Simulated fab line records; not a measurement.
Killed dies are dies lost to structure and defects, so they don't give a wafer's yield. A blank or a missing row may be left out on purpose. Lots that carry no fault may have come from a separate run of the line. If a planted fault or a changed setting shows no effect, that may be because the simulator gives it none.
A lot that was struck, set against a sound lot || flow sky130 || 44 out of 708 route steps
Sound: these wafers, L878.2, L878.4, L878.5. Struck: wafers L891.2, L891.3, L891.4. The cause is named last.
At each step with rows: each side's tool, then ch and its chambers, then its first start. Under that, the readings that differ: sound wafers || struck wafers || difference of the means || sigmas: that difference in standard deviations of wafers without a fault.
alike: a reading whose means differ by less than 2 such deviations, as well as words and numbers matching on both sides. not compared: withheld readings; readings where some wafer has no value; bounds like >300 that might hide an equal value; numbers whose values overlap and for which the record gives no deviation.
Wherever a step has rows on one side only, a row that says differs or no value, or a row with sigmas, the two part there. Non-overlapping numbers with no deviation appear without sigmas and do not part them. Lack of a reading on every wafer of one side parts them only where that side has two or more wafers.

first, 6 steps without rows for these wafers: SKY_LDD_HVP_HMDS_01 (prime time 60 s); SKY_LDD_HVP_COAT_02 (resist thk 300 nm); SKY_LDD_HVP_SOFTBAKE_03 (time 60 s); SKY_LDD_HVP_EXPOSE_04 (exposes mask HVPTM, target cd 700 nm); SKY_LDD_HVP_PEB_05; SKY_LDD_HVP_DEVELOP_06 (develop time 60 s).
SKY_LDD_HVP_OVL_MEAS_07:
  struck on overlay-02, day 26 13:56; sound on overlay-01, day 21 21:14
  alike: LDD_HVP_OVL
following that, these wafers have no rows for 1 step: SKY_LDD_HVP_IMPLANT_08.
SKY_LDD_HVP_STRIP_09: strips in O2/N2.
  sound on plasmaAsher-02 ch 0,1, day 21 21:25; struck on plasmaAsher-02 ch 0,1, day 26 14:07
{"reading": "stripTimeToEndpointS (s)", "sound": "4.138 4.127 4.142", "struck": "4.107 4.108 4.105", "difference": -0.029, "sigmas": -2}
  alike: drypumpMotorCurrentA, n2FlowSccm, oesProductAu
  not compared: rfHoursCounterH
SKY_LDD_HVP_TW_MEAS_10:
  struck on filmMetro-01, day 26 14:13; sound on filmMetro-01, day 21 21:32
  alike: LDD_HVP_TW
then, 2 steps without rows for these wafers: SKY_LDD_LDN_DEHYDRATE_00 (time 60 s); SKY_LDD_LDN_HMDS_01 (prime time 60 s).
SKY_LDD_LDN_COAT_02: resist thk 1140 nm.
  struck on lithoTrack-04, day 27 04:14; sound on lithoTrack-01 ch 0, day 22 12:39
  no value came back on the struck wafers for chillPlateTempC (C), dispensePressureKPa (kPa); on the sound wafers chillPlateTempC (C) reads 23.01 22.89 22.94
then, 4 steps without rows for these wafers: SKY_LDD_LDN_SOFTBAKE_03 (time 60 s); SKY_LDD_LDN_EXPOSE_04 (exposes mask LDNTM, target cd 700 nm); SKY_LDD_LDN_PEB_05; SKY_LDD_LDN_DEVELOP_06 (develop time 60 s).
SKY_LDD_LDN_OVL_MEAS_07:
  struck on overlay-02, day 27 19:13; sound on overlay-02, day 23 03:23
{"reading": "LDD_LDN_OVL (nm)", "sound": "1.1 2.6 0.7", "struck": "- - -", "difference": "no value on the struck wafers", "sigmas": ""}
then, 5 steps without rows for these wafers: SKY_LDD_LDN_IMPLANT_08; SKY_LDD_LDN_IMPLANT_09; SKY_LDD_LDN_IMPLANT_10; SKY_LDD_LDN_IMPLANT_11; SKY_LDD_LDN_STRIP_12 (strips in O2/N2).
SKY_LDD_LDN_TW_MEAS_13:
  struck on filmMetro-04, day 27 19:57; sound on filmMetro-04, day 23 04:08
  alike: LDD_LDN_TW
then, 2 steps without rows for these wafers: SKY_LDD_LDN_CLEAN_14 (cleans in SC1/SC2, time 150 s); SKY_SPACER_CVD_00 (deposits Si3N4 from DCS/NH3, target thk 43.1 nm, time 740 s).
SKY_SPACER_THK_MEAS_01:
  struck on filmMetro-04, day 27 22:41; sound on filmMetro-03, day 23 06:32
  alike: SPACER_CVD_00_THK
SKY_SPACER_ETCHBACK_02: etches Si3N4 in CH3F/O2, stops on SiO2, time 46.7 s, target depth 45 nm.
  sound on rieDiel-02 ch 1,2,3, day 23 06:35; struck on rieDiel-02 ch 0,1,3, day 27 22:44
  alike: drypumpMotorCurrentA, oesProductAu, throttleValvePct
  not compared: rfHoursCounterH
then, 8 steps without rows for these wafers: SKY_POLY_CUT_DEHYDRATE_00 (time 60 s); SKY_POLY_CUT_HMDS_01 (prime time 60 s); SKY_POLY_CUT_COAT_02 (resist thk 60 nm); SKY_POLY_CUT_COAT_03 (resist thk 450 nm); SKY_POLY_CUT_SOFTBAKE_04 (time 90 s); SKY_POLY_CUT_EXPOSE_05 (exposes mask NPCM, target cd 270 nm); SKY_POLY_CUT_PEB_06; SKY_POLY_CUT_DEVELOP_07 (develop time 60 s).
SKY_POLY_CUT_CD_MEAS_08: target cd 270 nm.
  struck on cdSem-02, day 29 02:46; sound on cdSem-01, day 24 12:13
{"reading": "cdNm (nm)", "sound": "272.4 271.8 272.0", "struck": "268.5 269.7 268.7", "difference": -3.1, "sigmas": -2}
SKY_POLY_CUT_OVL_MEAS_09:
  struck on overlay-01, day 29 02:53; sound on overlay-02, day 24 12:20
  alike: POLY_CUT_OVL
SKY_POLY_CUT_ETCH_10: etches BARC in N2/H2, stops on SiO2, time 45.9 s, target depth 60 nm.
  sound on rieDiel-01 ch 1,2, day 24 12:22; struck on rieDiel-04 ch 0,1,2, day 29 02:55
  alike: drypumpMotorCurrentA, n2FlowSccm, oesProductAu, throttleValvePct
  not compared: rfHoursCounterH
SKY_POLY_CUT_ETCH_11: etches Si3N4 in CF4/CH2F2/Ar, stops on poly-Si, time 42.5 s, target depth 60 nm.
  sound on rieDiel-01 ch 1,2, day 24 12:24; struck on rieDiel-04 ch 0,1,2, day 29 02:57
{"reading": "oesProductAu (a.u.)", "sound": "0.845 0.840 0.839", "struck": "0.822 0.833 0.825", "difference": -0.015, "sigmas": -2}
  alike: drypumpMotorCurrentA, throttleValvePct
  not compared: rfHoursCounterH
SKY_POLY_CUT_STRIP_12: strips in O2/N2.
  sound on plasmaAsher-02 ch 0,1, day 24 12:26; struck on plasmaAsher-04 ch 0,1, day 29 02:59
  alike: drypumpMotorCurrentA, n2FlowSccm, oesProductAu, stripTimeToEndpointS
  not compared: rfHoursCounterH
then, 1 step without rows for these wafers: SKY_SD_P_DEHYDRATE_00 (time 60 s).
-- here the record skips 2 days between the struck wafers' starts before and after, leaving off in module SD_P and picking up in module RES_XHIGH (first step shown: number 341 of the route) --
SKY_RES_XHIGH_TW_MEAS_09:
  struck on filmMetro-01, day 31 10:32; sound on filmMetro-02, day 26 23:20
{"reading": "RES_XHIGH_TW", "sound": "1637 1642 1642", "struck": "1910 1928 1921", "difference": "+279", "sigmas": "+32"}
-- here the record skips 18 days between the struck wafers' starts before and after, leaving off in module RES_XHIGH and picking up in module PAD_OPEN (first step shown: number 708 of the route) --
SKY_PAD_OPEN_PROBE_99:
  struck on prober-02, day 49 08:12; sound on prober-02, day 46 01:23
{"reading": "model.etest.pfet_01v8.rOnOhmUm", "sound": "2941 2980 2882", "struck": "1.33e+04 1.11e+04 1.32e+04", "difference": "+9.60e+03", "sigmas": ""}
{"reading": "model.etest.tip_p_5v.rsOhmSq", "sound": "2866 2844 2852", "struck": "7495 7486 7500", "difference": "+4640", "sigmas": ""}
{"reading": "model.etest.tip_n_5v.rsOhmSq", "sound": "1398 1396 1393", "struck": "1016 1012 1017", "difference": -381, "sigmas": ""}
{"reading": "model.etest.pfetG5v0d10v5.rOnOhmUm", "sound": "4799 4758 4722", "struck": "5058 4989 5031", "difference": "+266", "sigmas": ""}
{"reading": "model.etest.tip_p_5v.rsOhmSqRange", "sound": "80.49 60.68 80.61", "struck": "139.5 295.8 285.1", "difference": "+166.2", "sigmas": ""}
{"reading": "model.etest.pfet_01v8.driveUaUm", "sound": "185.6 185.1 190.2", "struck": "40.9 47.8 41.77", "difference": -143.5, "sigmas": ""}
{"reading": "model.etest.pfet_01v8_hvt.driveUaUm", "sound": "138.5 138.3 142", "struck": "24.09 29.88 25.1", "difference": -113.24, "sigmas": ""}
{"reading": "model.etest.sramPfetLatch.driveUaUm", "sound": "141.5 144.8 145.9", "struck": "27.39 31.95 26.41", "difference": -115.48, "sigmas": ""}

== WHERE THEY PART ==
Earliest at SKY_LDD_HVP_STRIP_09; latest, in this record, at SKY_RES_XHIGH_TW_MEAS_09.

WHY: what had been put in by the simulator
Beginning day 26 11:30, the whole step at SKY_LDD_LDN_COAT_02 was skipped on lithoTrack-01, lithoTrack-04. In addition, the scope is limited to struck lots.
